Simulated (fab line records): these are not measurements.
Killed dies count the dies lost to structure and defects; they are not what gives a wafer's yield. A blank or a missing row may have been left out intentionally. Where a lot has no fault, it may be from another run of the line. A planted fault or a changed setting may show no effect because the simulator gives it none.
A struck lot beside a sound one / flow sfq line / 14 out of 325 route steps
Sound: the wafers L281.1, L281.3, L281.5. Wafers struck: L291.1, L291.3, L291.4. Last of all comes the cause.
At each step with rows: each side's tool, then ch and its chambers, then its first start. Under that, the readings that differ: sound wafers / struck wafers / difference of the means / sigmas: that difference in standard deviations of wafers without a fault.
alike: words and numbers the same on both sides, and readings whose means are apart by under 2 such deviations; not compared: readings that were withheld, readings missing a value for some wafer, numbers with overlapping values and no deviation given by the record, and bounds like >300 which may hide the same value.
Wherever a step has rows on one side only, a row that says differs or no value, or a row with sigmas, the two part there. When numbers do not overlap yet have no deviation, they are printed without sigmas and do not part them. A reading missing from all wafers of one side parts the sides only when that side holds two or more wafers.

SFQ_TRILAYER_M3_BARC_OPEN_METAL_ETCH_100: etches BARC in O2, target depth 125 nm, time 41.7 s.
  sound on rie metal-04 ch 0,1, day 45 17:41; struck on rie metal-04 ch 0,1, day 48 13:17
  alike: drypump motor current A, oes product au
  not compared: rf hours counter h
SFQ_TRILAYER_M3_ETCH_METAL_ETCH_078: etches Nb in Cl2/Ar, stops on SiO2, target depth 240 nm, time 120 s.
  sound on rie metal-04 ch 0,1, day 45 17:45; struck on rie metal-04 ch 0,1, day 48 13:20
  alike: drypump motor current A, oes product au
  not compared: rf hours counter h
SFQ_TRILAYER_M3_STRIP_STRIP_079: strips in O2.
  sound on rie metal-04 ch 0,1, day 45 17:53; struck on rie metal-04 ch 0,1, day 48 13:28
  alike: drypump motor current A, oes product au
  not compared: rf hours counter h
then, 2 steps without rows for these wafers: SFQ_TRILAYER_M3_STRIP_SOLV_CLEAN_080 (cleans in NMP, time 600 s); SFQ_TRILAYER_I3_DEP_PECVD_081 (deposits SiO2 from SiH4/N2O, time 111.11 s, target thk 500 nm).
SFQ_TRILAYER_I3_CMP_CMP_082: polishes SiO2.
  sound on cmp-01 ch 0,3, day 45 21:32; struck on cmp-01 ch 0,2,3, day 48 17:17
  alike: motor current A, platen rpm, time to endpoint s
SFQ_I3_BOW_MEAS_922:
  sound: film metro-01 at day 46 00:32; struck: film metro-01 at day 48 20:17
  alike: I3_BOW
SFQ_TRILAYER_I3_METRO_MEASURE_083:
  sound: film metro-01 at day 46 00:39; struck: film metro-01 at day 48 20:24
  alike: thk nm
then, 4 steps without rows for these wafers: SFQ_TRILAYER_I3_VIA_LITHO_COAT_090 (resist thk 62 nm); SFQ_TRILAYER_I3_VIA_LITHO_COAT_085 (resist thk 650 nm); SFQ_TRILAYER_I3_VIA_LITHO_SOFTBAKE_089; SFQ_TRILAYER_I3_VIA_LITHO_EXPOSE_086 (exposes mask I3, target cd 500 nm).
-- the record jumps here: 5 days lie between the struck wafers' starts before and after --
SFQ_TRILAYER_I3_VIA_LITHO_PEB_088: peb time 60 s.
  struck on litho track-02, day 53 23:47; sound on litho track-01 ch 0, day 51 21:22
  no value came back on the struck wafers for chill plate temp C (C), exhaust pa (Pa), heater power total W (W); on the sound wafers chill plate temp C (C) reads 22.86 22.89 23.00
then, 1 step without rows for these wafers: SFQ_TRILAYER_I3_VIA_LITHO_DEVELOP_087 (time 60 s).

## WHERE THEY PART
Within this record, at SFQ_TRILAYER_I3_VIA_LITHO_PEB_088 only.

WHY: what had been put in by the simulator
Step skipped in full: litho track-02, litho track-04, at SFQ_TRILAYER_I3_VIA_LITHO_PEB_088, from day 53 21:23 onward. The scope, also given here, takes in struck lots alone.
